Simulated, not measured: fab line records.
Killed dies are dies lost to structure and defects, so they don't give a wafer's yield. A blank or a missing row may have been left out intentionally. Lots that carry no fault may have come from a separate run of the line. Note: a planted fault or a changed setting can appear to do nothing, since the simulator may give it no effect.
Chamber matching    flow sky130    SKY_VIA2_CMP_02 on cmp-01 has 4 sister chambers
The step polishes SiO2. 8 wafers are shown with their chamber, then 12 later ones without.

== WAFERS WITH THEIR CHAMBER ==
wafer   chamber  motorCurrentA (A)
L089.5  1        13.2
L089.6  2        13.4
L091.1  2        13.3
L091.3  3        11.6
L091.4  1        13.2
L093.3  3        11.2
L093.4  0        11.0
L093.5  0        11.5

== WAFERS MISSING THEIR CHAMBER ==
wafer   motorCurrentA (A)
L092.1  11.1
L092.3  11.3
L092.4  13.0
L094.1  13.0
L094.2  11.4
L094.6  10.7
L096.1  12.4
L096.2  13.3
L096.3  10.8
L097.1  12.5
L097.2  11.0
L097.5  10.4

== EACH ONE'S CHAMBER ==
wafer   from the rows above                in truth
L092.1  can't be placed: 0 or 3            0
L092.3  can't be placed: 0 or 3            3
L092.4  can't be placed: 1 or 2            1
L094.1  can't be placed: 1 or 2            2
L094.2  can't be placed: 3 or 0            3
L094.6  can't be placed: 0 or 3            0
L096.1  can't be placed: 1 or 2 or 3 or 0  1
L096.2  can't be placed: 2 or 1            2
L096.3  can't be placed: 0 or 3            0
L097.1  can't be placed: 1 or 2 or 3       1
L097.2  can't be placed: 0 or 3            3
L097.5  can't be placed: 0 or 3            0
Correctly placed: 0 of 12. Unplaceable from these rows: 12, with the true chamber sitting among the candidates in 12. Placed wrongly: 0.
How it was worked out, from the rows above alone: a wafer's distance from a chamber is the root of the sum, over the readings, of the square of ((its reading less the chamber's mean) divided by the reading's scatter). If the next closest chamber is less than 2 further off than the closest, the wafer can't be placed; otherwise it belongs to the closest. A chamber's mean is the mean of its shown wafers. The scatter: take each reading less its chamber's mean, square it, sum over the shown wafers, divide by the number of wafers less the number of chambers, and take the root.
